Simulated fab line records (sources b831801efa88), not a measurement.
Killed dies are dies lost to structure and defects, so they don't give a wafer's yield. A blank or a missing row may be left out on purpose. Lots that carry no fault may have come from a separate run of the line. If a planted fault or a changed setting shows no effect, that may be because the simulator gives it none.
Which tool is to blame? / flow gf180mcu / Sampling: 13 lots, 39 wafers, 5 of 602 route steps

## WHAT EACH GAUGE READ, for each wafer
GF_SAB_CD_MEAS_09: target cd 420 nm.
lot=L280; measured=day 15 01:04; on=cd_sem-02; cd_nm (nm)=419.5 418.6 419.6
lot=L281; measured=day 15 13:54; on=cd_sem-01; cd_nm (nm)=420.4 419.7 418.8
lot=L282; measured=day 15 23:00; on=cd_sem-01; cd_nm (nm)=421.7 419.9 421.5
lot=L283; measured=day 16 03:32; on=cd_sem-02; cd_nm (nm)=418.5 418.3 419.2
lot=L284; measured=day 16 15:08; on=cd_sem-01; cd_nm (nm)=419.2 420.2 417.7
lot=L285; measured=day 17 05:43; on=cd_sem-01; cd_nm (nm)=416.5 417.4 417.7
lot=L286; measured=day 17 15:50; on=cd_sem-02; cd_nm (nm)=420.7 419.0 418.9
lot=L287; measured=day 17 19:23; on=cd_sem-01; cd_nm (nm)=421.2 422.3 419.4
lot=L288; measured=day 18 00:41; on=cd_sem-02; cd_nm (nm)=415.8 414.7 415.6
lot=L289; measured=day 18 12:49; on=cd_sem-02; cd_nm (nm)=419.6 418.6 419.8
lot=L290; measured=day 18 20:05; on=cd_sem-01; cd_nm (nm)=419.4 417.1 419.5
lot=L291; measured=day 19 00:17; on=cd_sem-02; cd_nm (nm)=422.2 425.7 422.5
lot=L295; measured=day 20 13:49; on=cd_sem-02; cd_nm (nm)=484.2 481.9 483.6

GF_CONTACT_THK_MEAS_03.
lot=L280; measured=day 15 02:16; on=film_metro-03; CONTACT_CVD_02_THK (nm)=866 863 881
lot=L281; measured=day 15 15:05; on=film_metro-01; CONTACT_CVD_02_THK (nm)=862 866 877
lot=L282; measured=day 16 00:13; on=film_metro-03; CONTACT_CVD_02_THK (nm)=865 878 870
lot=L283; measured=day 16 04:46; on=film_metro-03; CONTACT_CVD_02_THK (nm)=853 850 861
lot=L284; measured=day 16 16:19; on=film_metro-01; CONTACT_CVD_02_THK (nm)=873 874 884
lot=L285; measured=day 17 06:54; on=film_metro-04; CONTACT_CVD_02_THK (nm)=852 856 864
lot=L286; measured=day 17 17:01; on=film_metro-01; CONTACT_CVD_02_THK (nm)=856 864 867
lot=L287; measured=day 17 20:34; on=film_metro-04; CONTACT_CVD_02_THK (nm)=865 884 873
lot=L288; measured=day 18 01:53; on=film_metro-03; CONTACT_CVD_02_THK (nm)=865 864 885
lot=L289; measured=day 18 14:01; on=film_metro-04; CONTACT_CVD_02_THK (nm)=866 873 864
lot=L290; measured=day 18 21:17; on=film_metro-01; CONTACT_CVD_02_THK (nm)=852 865 883
lot=L291; measured=day 19 01:31; on=film_metro-01; CONTACT_CVD_02_THK (nm)=839 863 853
lot=L295; measured=day 20 15:00; on=film_metro-01; CONTACT_CVD_02_THK (nm)=842 858 865

GF_V1_THK_MEAS_01.
lot=L280; measured=day 17 00:46; on=film_metro-03; V1_CVD_00_THK (nm)=583 594 591
lot=L281; measured=day 17 12:47; on=film_metro-04; V1_CVD_00_THK (nm)=591 581 593
lot=L282; measured=day 18 02:05; on=film_metro-02; V1_CVD_00_THK (nm)=615 604 591
lot=L283; measured=day 18 05:29; on=film_metro-04; V1_CVD_00_THK (nm)=602 590 594
lot=L284; measured=day 18 21:19; on=film_metro-03; V1_CVD_00_THK (nm)=598 606 587
lot=L285; measured=day 19 08:23; on=film_metro-02; V1_CVD_00_THK (nm)=599 596 593
lot=L286; measured=day 19 18:56; on=film_metro-03; V1_CVD_00_THK (nm)=598 600 586
lot=L287; measured=day 19 23:50; on=film_metro-03; V1_CVD_00_THK (nm)=597 588 585
lot=L288; measured=day 20 05:28; on=film_metro-02; V1_CVD_00_THK (nm)=588 592 589
lot=L289; measured=day 20 16:53; on=film_metro-03; V1_CVD_00_THK (nm)=594 587 583
lot=L290; measured=day 21 00:10; on=film_metro-02; V1_CVD_00_THK (nm)=606 604 592
lot=L291; measured=day 21 05:06; on=film_metro-02; V1_CVD_00_THK (nm)=598 595 594
lot=L295; measured=day 22 16:36; on=film_metro-04; V1_CVD_00_THK (nm)=606 603 598

GF_V1_BOW_MEAS_05.
lot=L280; measured=day 17 03:26; on=film_metro-04; V1_BOW (um)=87 81 84
lot=L281; measured=day 17 13:19; on=film_metro-04; V1_BOW (um)=77 79 85
lot=L282; measured=day 18 02:39; on=film_metro-04; V1_BOW (um)=76 93 81
lot=L283; measured=day 18 05:59; on=film_metro-02; V1_BOW (um)=81 84 100
lot=L284; measured=day 18 21:59; on=film_metro-02; V1_BOW (um)=69 78 90
lot=L285; measured=day 19 08:55; on=film_metro-03; V1_BOW (um)=69 83 90
lot=L286; measured=day 19 19:26; on=film_metro-04; V1_BOW (um)=71 77 76
lot=L287; measured=day 20 00:20; on=film_metro-02; V1_BOW (um)=74 72 81
lot=L288; measured=day 20 05:57; on=film_metro-02; V1_BOW (um)=86 92 76
lot=L289; measured=day 20 17:24; on=film_metro-04; V1_BOW (um)=83 86 89
lot=L290; measured=day 21 00:41; on=film_metro-02; V1_BOW (um)=87 81 76
lot=L291; measured=day 21 05:35; on=film_metro-02; V1_BOW (um)=84 89 82
lot=L295; measured=day 22 17:07; on=film_metro-03; V1_BOW (um)=80 86 85

## EACH LOT AND THE TOOL THAT RAN IT (in order: tool; ch and the chambers of the sampled wafers; start)
lot=L280; GF_SAB_EXPOSE_06=iline_stepper-01 ch 0, day 14 15:45
lot=L281; GF_SAB_EXPOSE_06=iline_stepper-02 ch 0, day 15 03:24
lot=L282; GF_SAB_EXPOSE_06=iline_stepper-02 ch 0, day 15 12:12
lot=L283; GF_SAB_EXPOSE_06=iline_stepper-02 ch 0, day 15 17:54
lot=L284; GF_SAB_EXPOSE_06=iline_stepper-01 ch 0, day 16 03:49
lot=L285; GF_SAB_EXPOSE_06=iline_stepper-01 ch 0, day 16 20:52
lot=L286; GF_SAB_EXPOSE_06=iline_stepper-02 ch 0, day 17 04:46
lot=L287; GF_SAB_EXPOSE_06=iline_stepper-01 ch 0, day 17 07:36
lot=L288; GF_SAB_EXPOSE_06=iline_stepper-01 ch 0, day 17 14:14
lot=L289; GF_SAB_EXPOSE_06=iline_stepper-02 ch 0, day 18 01:34
lot=L290; GF_SAB_EXPOSE_06=iline_stepper-02 ch 0, day 18 08:02
lot=L291; GF_SAB_EXPOSE_06=iline_stepper-02 ch 0, day 18 12:03
lot=L295; GF_SAB_EXPOSE_06=iline_stepper-01 ch 0, day 20 02:32
- GF_SAB_EXPOSE_06: exposes mask SAB, target cd 420 nm.

## WHAT THE TOOLS THEMSELVES READ (means of the sampled wafers that have a number; where no wafer has one, the mark that the record gives instead)
GF_SAB_EXPOSE_06.
lot=L280; tool=iline_stepper-01; focus_offset_nm (nm)=0.3
lot=L281; tool=iline_stepper-02; focus_offset_nm (nm)=-0.4
lot=L282; tool=iline_stepper-02; focus_offset_nm (nm)=0.0
lot=L283; tool=iline_stepper-02; focus_offset_nm (nm)=0.6
lot=L284; tool=iline_stepper-01; focus_offset_nm (nm)=0.6
lot=L285; tool=iline_stepper-01; focus_offset_nm (nm)=-0.0
lot=L286; tool=iline_stepper-02; focus_offset_nm (nm)=-0.5
lot=L287; tool=iline_stepper-01; focus_offset_nm (nm)=-0.3
lot=L288; tool=iline_stepper-01; focus_offset_nm (nm)=-0.1
lot=L289; tool=iline_stepper-02; focus_offset_nm (nm)=0.4
lot=L290; tool=iline_stepper-02; focus_offset_nm (nm)=-0.1
lot=L291; tool=iline_stepper-02; focus_offset_nm (nm)=0.4
lot=L295; tool=iline_stepper-01; focus_offset_nm (nm)=-0.5

## THE ANSWER, worked out from the rows above alone
Rule: usual is defined by the lots themselves. The widest of any qualifying gaps counts: lots, ordered by their means at a reading, are off when they make up no more than a third of the lots, leave a main group of 4 or more, and stand apart from it by 3 or more times the standard deviation of that group's means. Not used: any main group whose means are identical at the precision the tables above print for the reading. Also off: a lot with no number at a reading for which 4 or more lots have one. Any other lot the step has rows for is counted as sound. After the gauges, taken in route order, come the tools' own readings; for these a lot's mean is taken, as printed above. At the first step where some lot is off, the reading lying furthest off is the one used; lots without a number count as furthest.
Off at GF_SAB_CD_MEAS_09 (cd_nm): L295. The main group: mean 419.3 nm, standard deviation 1.9.
A tool fits if, at a process step before that reading, it ran every lot that is off, and no sound lot after the first of them. Gauges at GF_SAB_CD_MEAS_09: tried the same way as those tools. Undecided on this evidence; 2 tools fit (iline_stepper-01 at GF_SAB_EXPOSE_06, cd_sem-02 at GF_SAB_CD_MEAS_09).

## WHAT WAS PUT IN BY THE SIMULATOR
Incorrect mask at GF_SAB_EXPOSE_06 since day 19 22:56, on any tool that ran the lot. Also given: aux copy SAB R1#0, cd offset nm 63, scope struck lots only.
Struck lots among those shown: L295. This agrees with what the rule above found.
